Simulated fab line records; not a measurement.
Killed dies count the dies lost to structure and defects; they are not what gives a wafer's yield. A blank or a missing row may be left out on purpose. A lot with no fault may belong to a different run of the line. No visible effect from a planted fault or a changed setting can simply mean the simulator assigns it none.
The same fault as seen by 2 desks ; flow sky130 ; what lay behind the numbers comes last; until then each desk has only its own

## THE METROLOGY DESK
What the gauges read, lot by lot, whatever tool the lot ran on: means of the sampled wafers that have a number. The brackets show how far a lot's mean lies from the usual mean; more than 4 standard deviations puts the lot out of limits, marked OUT.
Columns: A = LDD_N_TW at SKY_LDD_N_TW_MEAS_17, usual 2551; B = cd_nm at SKY_LDD_P_CD_MEAS_07, usual 379.1 nm; C = LDD_P_TW at SKY_LDD_P_TW_MEAS_11, usual 630
lot;first seen here;A;B;C
L544;day 18 06:05;2593;380.0;622
L547;day 19 08:50;2591;379.2;636
L548;day 20 11:06;2463;378.2;637
L549;day 20 12:17;2535;380.5;636
L551;day 21 02:47;2457;379.2;626
L559;day 23 14:43;2599;377.9;624
L561;day 24 11:38;2536;378.6;622
L562;day 24 22:17;2524;377.7;630
L563;day 25 02:14;2555;382.1;638
L565;day 25 21:15;2529;381.8;633
L566;day 26 02:35;2537;381.5;621
This desk's finding: nothing out of limits on any of the 11 lots.

## FOR THE TOOL OWNER'S DESK: implanter-02
For each lot that ran on this tool, the mean over its sampled wafers that have a number, from the tool's own readings at SKY_LDD_N_IMPLANT_09. The brackets show how far a lot's mean lies from the usual mean; more than 4 standard deviations puts the lot out of limits, marked OUT.
Columns: A = dose_ions_cm2 at SKY_LDD_N_IMPLANT_09, usual 7.501e+13; B = faraday_current_uA at SKY_LDD_N_IMPLANT_09, usual 422
lot;first seen here;A;B
L544;day 18 04:58;7.508e+13;427
L547;day 19 07:41;7.495e+13;423
L548;day 20 09:59;3.211e+13 (-99 or more) OUT;182 (-27) OUT
L551;day 21 01:38;3.208e+13 (-99 or more) OUT;181 (-27) OUT
L561;day 24 10:29;7.505e+13;427
L562;day 24 21:08;7.503e+13;415
L563;day 25 01:07;7.495e+13;427
This desk's verdict: out of limits on L548, L551, starting with L548 at day 20 09:59 (dose_ions_cm2 at SKY_LDD_N_IMPLANT_09). L544, L547, L561, L562, L563: within limits.

## TAKEN TOGETHER
On L548, L551, at day 20 09:59, an alarm was possible from the tool owner's desk.
Nothing out of limits was seen by the metrology desk.
The metrology desk has L548, L551 on record, within its limits.
On implanter-02, each named lot ran SKY_LDD_N_IMPLANT_09.

## WHAT THE SIMULATOR HAD INSERTED
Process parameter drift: implanter-02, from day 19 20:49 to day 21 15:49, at SKY_LDD_N_IMPLANT_09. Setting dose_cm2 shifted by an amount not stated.
Struck lots among those shown: L548, L551.
Hours from the fault's start to each desk's first reading out of limits: the tool owner's desk, 13.
